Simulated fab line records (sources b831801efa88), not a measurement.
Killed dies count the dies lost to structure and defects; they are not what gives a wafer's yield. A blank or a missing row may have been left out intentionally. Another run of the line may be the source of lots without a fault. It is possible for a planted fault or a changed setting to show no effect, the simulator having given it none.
One fault seen from 2 desks || flow gf180mcu || only its own numbers are on each desk; what lay behind them is given at the end

== AT THE TOOL OWNER'S DESK: lithoTrack-02 ==
The tool's own readings at GF_DNWELL_COAT_02 (resist thk 3000 nm): means of the sampled wafers that have a number, for each lot that ran on this tool. A lot is out of limits, marked OUT, if its mean lies more than 4 standard deviations from the usual mean; the brackets give that distance.
Columns: A = chillPlateTempC at GF_DNWELL_COAT_02, usual 22.99 C
{"lot": "L809", "first seen here": "day 3 23:44", "A": 22.97}
{"lot": "L811", "first seen here": "day 4 11:25", "A": 22.91}
{"lot": "L813", "first seen here": "day 5 00:02", "A": 23.04}
{"lot": "L815", "first seen here": "day 5 09:59", "A": 23.13}
Finding of this desk: none of the 4 lots has anything out of limits.

== FROM THE METROLOGY DESK ==
Lot by lot, what the gauges showed, no matter which tool ran the lot: averages of those sampled wafers that carry a number. A lot is out of limits, marked OUT, if its mean lies more than 4 standard deviations from the usual mean; the brackets give that distance.
Columns: A = STI_OXIDATION_01_THK at GF_STI_THK_MEAS_22, usual 14.89 nm; B = NWELL_TW at GF_NWELL_TW_MEAS_11, usual 1563; C = LVPWELL_OVL at GF_LVPWELL_OVL_MEAS_07, usual -0.7 nm; D = LVPWELL_TW at GF_LVPWELL_TW_MEAS_11, usual 557; E = MVSD_TW at GF_MVSD_TW_MEAS_11, usual 1566
{"lot": "L804", "first seen here": "day 2 16:44", "A": 14.77, "B": 1576, "C": -1.2, "D": 558, "E": 1561}
{"lot": "L806", "first seen here": "day 3 01:20", "A": 14.73, "B": 1584, "C": 1.9, "D": 557, "E": 1554}
{"lot": "L809", "first seen here": "day 3 15:26", "A": 14.90, "B": 1567, "C": -1.1, "D": 551, "E": 1566}
{"lot": "L811", "first seen here": "day 4 02:11", "A": 15.16, "B": 1562, "C": -0.8, "D": 554, "E": 1568}
{"lot": "L813", "first seen here": "day 4 15:01", "A": 14.74, "B": "1621 (+6.1) OUT", "C": -0.1, "D": "777 (+65) OUT", "E": "1618 (+5.7) OUT"}
{"lot": "L814", "first seen here": "day 4 16:53", "A": 14.84, "B": 1556, "C": -1.6, "D": 554, "E": 1553}
{"lot": "L815", "first seen here": "day 4 22:33", "A": 14.65, "B": "1621 (+6.1) OUT", "C": -3.2, "D": "776 (+65) OUT", "E": "1626 (+6.6) OUT"}
{"lot": "L820", "first seen here": "day 6 00:17", "A": 14.85, "B": 1560, "C": -0.5, "D": 557, "E": 1571}
{"lot": "L823", "first seen here": "day 6 15:08", "A": 15.03, "B": 1562, "C": -0.1, "D": 558, "E": 1568}
{"lot": "L824", "first seen here": "day 6 21:19", "A": 14.69, "B": 1563, "C": -2.2, "D": 557, "E": 1570}
{"lot": "L825", "first seen here": "day 7 02:30", "A": 14.90, "B": 1560, "C": 1.3, "D": 555, "E": 1566}
Per this desk, out of limits: L813, L815; the first was L813, day 5 21:57 (NWELL_TW at GF_NWELL_TW_MEAS_11). In limits: L804, L806, L809, L811, L814, L820, L823, L824, L825.

== ALL TOGETHER ==
The metrology desk could have raised an alarm at day 5 21:57, on L813, L815.
The tool owner's desk saw nothing out of limits.
The tool owner's desk has L813, L815 on record, within its limits.
GF_DNWELL_COAT_02 was run on lithoTrack-02 by each of the lots named.

== WHAT THE SIMULATOR HAD PUT IN ==
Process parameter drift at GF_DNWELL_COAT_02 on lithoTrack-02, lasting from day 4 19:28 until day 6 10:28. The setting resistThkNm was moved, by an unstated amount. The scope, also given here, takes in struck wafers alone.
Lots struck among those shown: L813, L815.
Delay in hours, fault start to first out-of-limits reading, per desk: metrology desk 26.
